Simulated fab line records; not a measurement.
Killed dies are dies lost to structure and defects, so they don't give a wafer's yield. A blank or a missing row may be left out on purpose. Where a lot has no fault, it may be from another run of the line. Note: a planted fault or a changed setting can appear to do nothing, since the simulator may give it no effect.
Matching of chambers ; flow sky130 ; SKY_FIELD_ISO_ETCH_15 on rie_diel-03 has 4 sister chambers
The step etches the open film in CHF3/O2, stops on Si, target depth 180 nm, time 72 s. 14 wafers are shown with their chamber, then 7 later ones without.

## EACH WAFER AND ITS CHAMBER
wafer;chamber;drypump_motor_current_A (A);oes_product_au (a.u.);throttle_valve_pct (%)
L836.2;3;6.2;0.947;8.848
L836.3;1;6.0;0.944;8.839
L836.6;1;6.0;0.944;8.855
L850.1;0;5.5;0.937;8.836
L850.3;2;5.8;0.934;8.842
L850.4;1;6.0;0.941;8.837
L851.1;2;5.7;0.945;8.845
L851.2;1;5.9;0.941;8.837
L851.6;1;5.9;0.936;8.847
L852.1;1;6.0;0.932;8.839
L852.2;0;5.5;0.939;8.829
L852.3;2;5.8;0.932;8.846
L853.1;2;5.8;0.942;8.849
L853.2;0;5.5;0.932;8.848

SIGNATURES (means of the wafers above)
reading;chamber 0;chamber 1;chamber 2;chamber 3;scatter within a chamber
drypump_motor_current_A;5.500;5.967;5.775;6.200;0.0456
oes_product_au;0.93600;0.93967;0.93825;0.94700;0.00506
throttle_valve_pct;8.83767;8.84233;8.84550;8.84800;0.00686
Rule: a wafer lies at a distance from a chamber equal to the root of the sum of squares, over the readings, of (its reading less the chamber's mean, divided by the reading's scatter). If the next closest chamber is less than 2 further off than the closest, the wafer can't be placed; otherwise it belongs to the closest. The scatter: take each reading less its chamber's mean, square it, sum over the shown wafers, divide by the number of wafers less the number of chambers, and take the root.

## WAFERS WITH NO CHAMBER GIVEN
wafer;drypump_motor_current_A (A);oes_product_au (a.u.);throttle_valve_pct (%)
L853.4;6.3;0.937;8.843
L856.3;5.7;0.942;8.838
L856.4;6.0;0.955;8.844
L856.6;6.0;0.949;8.839
L859.2;6.2;0.945;8.855
L859.3;6.0;0.944;8.852
L859.4;5.5;0.937;8.837

## WHICH CHAMBER EACH ONE RAN IN
wafer;from the rows above;in truth
L853.4;3;3
L856.3;2;2
L856.4;can't be placed: 1 or 3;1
L856.6;1;1
L859.2;3;3
L859.3;1;1
L859.4;0;0
6 of 7 placed correctly. Not placeable from these rows: 1 (in 1, the candidates include the true chamber). Placed wrongly: 0.
